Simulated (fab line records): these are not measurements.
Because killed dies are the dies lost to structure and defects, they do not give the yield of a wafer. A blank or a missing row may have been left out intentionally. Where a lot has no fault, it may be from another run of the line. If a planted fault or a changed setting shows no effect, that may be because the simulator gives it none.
Struck lot and sound lot, side by side :: flow gf180mcu :: 14 out of 602 route steps
Sound: wafers L625.2, L625.3, L625.6. The struck wafers were L616.3, L616.4, L616.6. The cause is given at the end.
Each step with rows lists, per side, the tool, then ch with its chambers, then its first start. Under that, the readings that differ: sound wafers :: struck wafers :: difference of the means :: sigmas: that difference in standard deviations of wafers without a fault.
alike: a reading whose means differ by less than 2 such deviations, as well as words and numbers matching on both sides. not compared: withheld readings; readings where some wafer has no value; bounds like >300 that might hide an equal value; numbers whose values overlap and for which the record gives no deviation.
Wherever a step has rows on one side only, a row that says differs or no value, or a row with sigmas, the two part there. Numbers that don't overlap but have no deviation are shown without sigmas and don't part them. Lack of a reading on every wafer of one side parts them only where that side has two or more wafers.

GF_PSD_STRIP_10: strips in O2/N2.
  sound on plasma-asher-02 ch 0,1, day 21 11:07; struck on plasma-asher-01 ch 0,1, day 18 05:07
  alike: drypump-motor-current-A, heater-power-w, oes-product-au, strip-time-to-endpoint-s
  not compared: rf-hours-counter-h
GF_PSD_TW_MEAS_11:
  sound: film-metro-01 at day 21 11:14; struck: film-metro-03 at day 18 05:11
  alike: PSD_TW
then, 1 step without rows for these wafers: GF_PSD_CLEAN_12 (cleans in SC1/SC2, time 150 s).
GF_PSD_RTA_13: time 20 s.
  sound on rtp-anneal-02 ch 0, day 21 11:21; struck on rtp-anneal-02 ch 0, day 18 05:22
  alike: lamp-power-pct, wafer_temp_C_max
GF_PSD_RS_MEAS_14: a four-point-probe measurement.
  sound: film-metro-02 at day 21 11:26; struck: film-metro-02 at day 18 05:28
  alike: NSD_RS
GF_PSD_RS_MEAS_15: a four-point-probe measurement.
  sound: film-metro-02 at day 21 11:33; struck: film-metro-02 at day 18 05:35
  alike: PSD_RS
GF_SAB_CVD_00: deposits SiO2 from TEOS, target thk 50 nm, time 4.9302 s.
  sound on pecvd-04 ch 0,1,2, day 21 11:39; struck on pecvd-01 ch 1,2, day 18 05:40
  alike: heater-power-w
GF_SAB_THK_MEAS_01:
  sound: film-metro-03 at day 21 11:41; struck: film-metro-03 at day 18 05:42
  alike: SAB_CVD_00_THK
then, 4 steps without rows for these wafers: GF_SAB_DEHYDRATE_02 (time 60 s); GF_SAB_HMDS_03 (prime time 60 s); GF_SAB_COAT_04 (resist thk 1000 nm); GF_SAB_SOFTBAKE_05 (time 60 s).
GF_SAB_EXPOSE_06: exposes mask SAB, target cd 420 nm.
  sound on iline-stepper-01 ch 0, day 21 23:46; struck on iline-stepper-02, day 18 17:32
  no value came back on the struck wafers for exposure-dose-mJ-cm2, focus-offset-nm (nm); on the sound wafers exposure-dose-mJ-cm2 reads 139.95 139.84 139.94
  alike: mask
next, for these wafers, 1 step has no rows: GF_SAB_PEB_07.

## WHERE THEY PART
Within this record, at GF_SAB_EXPOSE_06 only.

WHY: what the simulator had put in
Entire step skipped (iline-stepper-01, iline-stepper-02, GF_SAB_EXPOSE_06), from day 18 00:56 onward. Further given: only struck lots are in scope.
